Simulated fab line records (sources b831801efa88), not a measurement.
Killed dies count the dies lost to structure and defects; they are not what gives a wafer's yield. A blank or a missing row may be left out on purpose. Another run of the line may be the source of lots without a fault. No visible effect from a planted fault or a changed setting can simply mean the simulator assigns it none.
Which tool did it? ; flow gf180mcu ; 39 wafers from 13 lots sampled at 2 of the route's 602 steps

== WHAT THE GAUGES SHOWED, per wafer ==
GF_CONTACT_OVL_MEAS_15. Usual: CONTACT_OVL gives 3 nm (standard deviation 4.6).
lot;measured;on;CONTACT_OVL (nm);flag
L266;day 16 06:35;overlay-02;13 8 9;
L267;day 17 00:53;overlay-02;7 14 8;
L268;day 17 10:37;overlay-01;12 2 10;
L269;day 17 14:35;overlay-02;-3 1 7;
L270;day 18 12:25;overlay-02;3 6 9;
L272;day 19 02:37;overlay-02;1 -6 8;
L274;day 19 05:22;overlay-02;5 11 6;
L275;day 19 23:52;overlay-01;-1 -2 -6;
L279;day 21 06:25;overlay-01;1 4 -4;
L281;day 21 15:10;overlay-01;0 4 7;
L280;day 21 18:19;overlay-01;1 3 1;
L284;day 22 21:46;overlay-02;-2 -5 0;
L287;day 23 22:55;overlay-01;3 4 3;

GF_M1_OVL_MEAS_15. Usual: M1_OVL gives 0 nm (standard deviation 6.5).
lot;measured;on;M1_OVL (nm);flag
L266;day 17 05:40;overlay-02;-1 -5 -10;
L267;day 18 01:44;overlay-02;11 -3 15;
L268;day 18 11:16;overlay-02;-1 1 4;
L269;day 18 15:37;overlay-02;-1 1 -1;
L270;day 19 14:21;overlay-01;-6 0 -9;
L272;day 20 04:45;overlay-01;-9 5 8;
L274;day 20 07:34;overlay-01;-12 4 -5;
L275;day 21 01:28;overlay-02;-8 -8 -10;
L279;day 22 07:49;overlay-01;-13 -11 -7;
L281;day 22 15:54;overlay-01;-4 -1 -2;
L280;day 22 19:31;overlay-01;8 7 7;
L284;day 23 21:28;overlay-02;5 1 1;
L287;day 24 22:37;overlay-01;5 -9 9;

== WHAT TOOL EACH LOT RAN ON (gives the tool, then ch and the chambers of the sampled wafers, and finally the start) ==
There is no process step in the record ahead of these readings.

== WHAT THE TOOLS THEMSELVES READ (means of the sampled wafers that have a number; where no wafer has one, the mark that the record gives instead) ==
The record holds no such reading with a usual standard deviation.

== THE ANSWER, worked out from the rows above alone ==
Rule: lot off if the mean of its wafers having a number is beyond 3 standard deviations from the usual mean. Also off: a lot with no number at a reading for which 4 or more lots have one. The other lots that the step has rows for count as sound. First the gauges in route order, then the tools' own readings, where a lot's mean is used as printed above. The first step at which some lot is off is used, and at that step the reading that is off furthest; a lot without a number counts as furthest.
No lot is off on any of the readings shown, so nothing can be concluded from this.

== WHAT THE SIMULATOR HAD INSERTED ==
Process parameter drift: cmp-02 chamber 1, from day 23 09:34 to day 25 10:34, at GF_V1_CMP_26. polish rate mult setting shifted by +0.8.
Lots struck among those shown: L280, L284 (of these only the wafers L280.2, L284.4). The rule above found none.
